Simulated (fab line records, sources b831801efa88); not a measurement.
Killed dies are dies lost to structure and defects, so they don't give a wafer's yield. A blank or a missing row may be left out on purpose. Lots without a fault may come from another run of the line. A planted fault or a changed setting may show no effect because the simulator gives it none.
Which tool did it? | flow sky130 | 12 lots, 36 wafers sampled, at 5 steps of a route of 708

WHAT THE GAUGES READ, wafer by wafer
The record holds no reading of a measuring or inspecting step that can be judged against a usual standard deviation.

WHICH TOOL RAN EACH LOT (tool, then ch and the chambers of the sampled wafers, then the start)
lot  | SKY_METAL4_ETCH_17                 | SKY_METAL4_METAL_ETCH_18          | SKY_VIA4_ETCH_12                   | SKY_PAD_OPEN_DEHYDRATE_00         | SKY_PAD_OPEN_PROBE_99
L799 | rie_diel-04 ch 0,1,3, day 41 18:40 | rie_metal-02 ch 0,1, day 41 18:41 | rie_diel-04 ch 0,2,3, day 42 19:43 | litho_track-01 ch 0, day 45 06:29 | prober-02, day 45 20:13
L800 | rie_diel-01 ch 0,3, day 42 00:29   | rie_metal-01 ch 0,1, day 42 00:31 | rie_diel-04 ch 1,2,3, day 43 00:53 | litho_track-04 ch 0, day 45 10:38 | -
L802 | rie_diel-01 ch 0,2, day 42 19:34   | rie_metal-02 ch 0,1, day 42 19:39 | rie_diel-01 ch 1,2,3, day 43 20:10 | litho_track-04 ch 0, day 46 03:53 | prober-02, day 46 17:03
L803 | rie_diel-01 ch 0,1,3, day 43 07:06 | rie_metal-03 ch 1, day 43 07:07   | rie_diel-04 ch 0,3, day 44 07:19   | litho_track-04 ch 0, day 46 16:29 | prober-02, day 47 05:27
L804 | rie_diel-01 ch 1,2,3, day 43 11:07 | rie_metal-03 ch 0,1, day 43 11:08 | rie_diel-01 ch 2,3, day 44 10:34   | litho_track-04 ch 0, day 46 17:08 | prober-01, day 47 06:13
L805 | rie_diel-04 ch 0,2,3, day 43 16:59 | rie_metal-03 ch 0,1, day 43 17:00 | rie_diel-02 ch 0,1,3, day 44 16:49 | litho_track-04 ch 0, day 47 00:35 | prober-02, day 47 13:07
L812 | rie_diel-04 ch 0,2, day 45 19:20   | rie_metal-02 ch 0,1, day 45 19:21 | rie_diel-02 ch 1,2, day 46 17:02   | litho_track-02 ch 0, day 48 18:50 | -
L817 | rie_diel-04 ch 1,3, day 47 04:46   | rie_metal-03 ch 0,1, day 47 04:47 | rie_diel-04 ch 0,3, day 48 00:49   | litho_track-02 ch 0, day 49 23:20 | -
L818 | rie_diel-04 ch 0,1,3, day 47 06:07 | rie_metal-03 ch 0,1, day 47 06:12 | rie_diel-04 ch 2,3, day 48 02:28   | litho_track-02 ch 0, day 50 01:05 | -
L819 | rie_diel-01 ch 1,2,3, day 47 09:25 | rie_metal-03 ch 0, day 47 09:26   | rie_diel-04 ch 0,1,3, day 48 05:40 | litho_track-01 ch 0, day 50 03:50 | -
L821 | rie_diel-03 ch 0,2,3, day 47 15:25 | rie_metal-01 ch 0,1, day 47 15:26 | rie_diel-01 ch 0,1,2, day 48 11:23 | litho_track-01 ch 0, day 50 09:17 | -
L822 | rie_diel-01 ch 1,3, day 48 07:38   | rie_metal-03 ch 0,1, day 48 07:43 | rie_diel-02 ch 0,1, day 49 03:13   | litho_track-02 ch 0, day 50 21:59 | -
- SKY_METAL4_ETCH_17: etches SiO2 in C4F8/O2/Ar, stops on TiN, time 3.9 s, target depth 15 nm.
- SKY_METAL4_METAL_ETCH_18: etches the open film in Cl2/BCl3, stops on SiO2, target depth 845 nm, time 183.1 s.
- SKY_VIA4_ETCH_12: etches SiO2 in C4F8/O2/Ar, stops on TiN, target depth 580 nm.
- SKY_PAD_OPEN_DEHYDRATE_00: time 60 s.
- SKY_PAD_OPEN_PROBE_99

WHAT THE TOOLS THEMSELVES READ (means of the sampled wafers that have a number; where no wafer has one, the mark that the record gives instead)
SKY_METAL4_ETCH_17. Usual: oes_product_au 0.753 a.u., standard deviation 0.0071.
lot  | tool        | oes_product_au (a.u.) | flag
L799 | rie_diel-04 | 0.749                 |
L800 | rie_diel-01 | 0.757                 |
L802 | rie_diel-01 | 0.752                 |
L803 | rie_diel-01 | 0.759                 |
L804 | rie_diel-01 | 0.758                 |
L805 | rie_diel-04 | 0.746                 |
L812 | rie_diel-04 | 0.750                 |
L817 | rie_diel-04 | 0.753                 |
L818 | rie_diel-04 | 0.746                 |
L819 | rie_diel-01 | 0.754                 |
L821 | rie_diel-03 | 0.756                 |
L822 | rie_diel-01 | 0.754                 |

SKY_METAL4_METAL_ETCH_18. Usual: drypump_motor_current_A 5.95 A, standard deviation 0.22; he_backside_leak_sccm 3.29 sccm, standard deviation 0.2; oes_product_au 0.866 a.u., standard deviation 0.0074; throttle_valve_pct 22.264 %, standard deviation 0.0088.
lot  | tool         | drypump_motor_current_A (A) | he_backside_leak_sccm (sccm) | oes_product_au (a.u.) | throttle_valve_pct (%) | flag
L799 | rie_metal-02 | 6.11                        | 3.23                         | 0.870                 | 22.264                 |
L800 | rie_metal-01 | 5.96                        | 3.19                         | 0.869                 | 22.257                 |
L802 | rie_metal-02 | 6.10                        | 3.23                         | 0.868                 | 22.261                 |
L803 | rie_metal-03 | 5.97                        | 3.33                         | 0.863                 | 22.263                 |
L804 | rie_metal-03 | 5.85                        | 3.39                         | 0.857                 | 22.265                 |
L805 | rie_metal-03 | 5.85                        | 3.34                         | 0.859                 | 22.267                 |
L812 | rie_metal-02 | 6.21                        | 3.24                         | 0.864                 | 22.260                 |
L817 | rie_metal-03 | 5.74                        | 3.39                         | 0.873                 | 22.271                 |
L818 | rie_metal-03 | 5.71                        | 3.29                         | 0.867                 | 22.265                 |
L819 | rie_metal-03 | 5.61                        | 3.13                         | 0.859                 | 22.262                 |
L821 | rie_metal-01 | 5.96                        | 3.31                         | 0.863                 | 22.266                 |
L822 | rie_metal-03 | 5.73                        | 3.48                         | 0.871                 | 22.265                 |

SKY_VIA4_ETCH_12. Usual: oes_product_au 0.926 a.u., standard deviation 0.0051.
lot  | tool        | oes_product_au (a.u.) | flag
L799 | rie_diel-04 | 0.926                 |
L800 | rie_diel-04 | 0.919                 |
L802 | rie_diel-01 | 0.928                 |
L803 | rie_diel-04 | 0.930                 |
L804 | rie_diel-01 | 0.929                 |
L805 | rie_diel-02 | 0.927                 |
L812 | rie_diel-02 | 0.927                 |
L817 | rie_diel-04 | 0.927                 |
L818 | rie_diel-04 | 0.926                 |
L819 | rie_diel-04 | 0.925                 |
L821 | rie_diel-01 | 0.928                 |
L822 | rie_diel-02 | 0.930                 |

SKY_PAD_OPEN_DEHYDRATE_00. Usual: heater_power_total_W 160.39 W, standard deviation 0.13; run_length_s 89.29 s, standard deviation 0.2.
lot  | tool           | heater_power_total_W (W) | run_length_s (s) | flag
L799 | litho_track-01 | 160.35                   | 89.43            |
L800 | litho_track-04 | 160.20                   | 89.15            |
L802 | litho_track-04 | 160.44                   | 89.16            |
L803 | litho_track-04 | 160.39                   | 89.21            |
L804 | litho_track-04 | 160.54                   | 96.16            | OFF
L805 | litho_track-04 | 160.41                   | 96.12            | OFF
L812 | litho_track-02 | 160.39                   | 89.15            |
L817 | litho_track-02 | 160.27                   | 89.15            |
L818 | litho_track-02 | 160.31                   | 89.19            |
L819 | litho_track-01 | 160.36                   | 89.38            |
L821 | litho_track-01 | 160.48                   | 89.41            |
L822 | litho_track-02 | 160.38                   | 89.16            |

SKY_PAD_OPEN_PROBE_99. Usual: defect_limited_yield 82.8 %, standard deviation 2; killed_at_M0_to_M3 43, standard deviation 7.8; killed_at_M4_up 3.2, standard deviation 1.9; killed_at_contacts 24, standard deviation 5; killed_at_front_end 14, standard deviation 4.5; killed_at_other 0.2, standard deviation 0.41; killed_dies 84, standard deviation 9.6; killed_open 47, standard deviation 6.9; killed_short 38, standard deviation 6; sort_bin_3_pad_short 0.8 %, standard deviation 0.43; sort_bin_5_function 10.1 %, standard deviation 1.4; sort_bin_6_memory 6.3 %, standard deviation 1.1; sort_n_pass 408, standard deviation 9.6; sort_yield_pct 82.8 %, standard deviation 2.
lot  | tool      | defect_limited_yield (%) | killed_at_M0_to_M3 | killed_at_M4_up | killed_at_contacts | killed_at_front_end | killed_at_other | killed_dies | killed_open | killed_short | sort_bin_3_pad_short (%) | sort_bin_5_function (%) | sort_bin_6_memory (%) | sort_n_pass | sort_yield_pct (%) | flag
L799 | prober-02 | 82.8                     | 50                 | 3.7             | 18                 | 12                  | 0.3             | 84          | 49          | 35           | 1.0                      | 9.6                     | 6.5                   | 408         | 82.8               |
L802 | prober-02 | 82.4                     | 42                 | 3.3             | 28                 | 12                  | 0.3             | 87          | 45          | 41           | 1.0                      | 9.9                     | 6.7                   | 405         | 82.4               |
L803 | prober-02 | 83.8                     | 40                 | 2.7             | 24                 | 13                  | 0.0             | 80          | 46          | 34           | 0.9                      | 9.1                     | 6.3                   | 412         | 83.8               |
L804 | prober-01 | 83.7                     | 34                 | 2.0             | 28                 | 16                  | 0.3             | 80          | 47          | 33           | 0.5                      | 9.2                     | 6.6                   | 412         | 83.7               |
L805 | prober-02 | 83.6                     | 38                 | 5.0             | 23                 | 14                  | 0.7             | 80          | 42          | 38           | 0.8                      | 10.6                    | 5.0                   | 412         | 83.6               |

THE ANSWER, worked out from the rows above alone
Rule: a lot is off if the mean of its wafers that have a number lies more than 3 standard deviations from the usual mean. A lot without any number at a reading at which 4 lots or more have one is off too. The other lots that the step has rows for count as sound. The gauges are gone through in route order, then the tools' own readings, and for those a lot's mean is taken as printed above. The first step at which some lot is off is used, and at that step the reading that is off furthest; a lot without a number counts as furthest.
Off: L804, L805, at SKY_PAD_OPEN_DEHYDRATE_00 (run_length_s).
A tool fits if, at that step or a process step before it, it ran every lot that is off, and no sound lot after the first of them. One fits: litho_track-04 at SKY_PAD_OPEN_DEHYDRATE_00. Its last sound lot is L803 (day 46 16:29), its first lot that is off L804 (day 46 17:08): a fault that began between those two fits.
The tool's own readings at SKY_PAD_OPEN_DEHYDRATE_00 bear it out: on the lots that are off they differ by more than 5 times the standard deviation of the sound lots' means. run_length_s reads 96.14 s there against 89.24 s on the sound lots.

WHAT THE SIMULATOR HAD PUT IN
Process parameter drift: litho_track-04, from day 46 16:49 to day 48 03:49, at SKY_PAD_OPEN_DEHYDRATE_00. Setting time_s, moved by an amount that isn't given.
Lots struck among those shown: L804, L805. The rule above found the same.
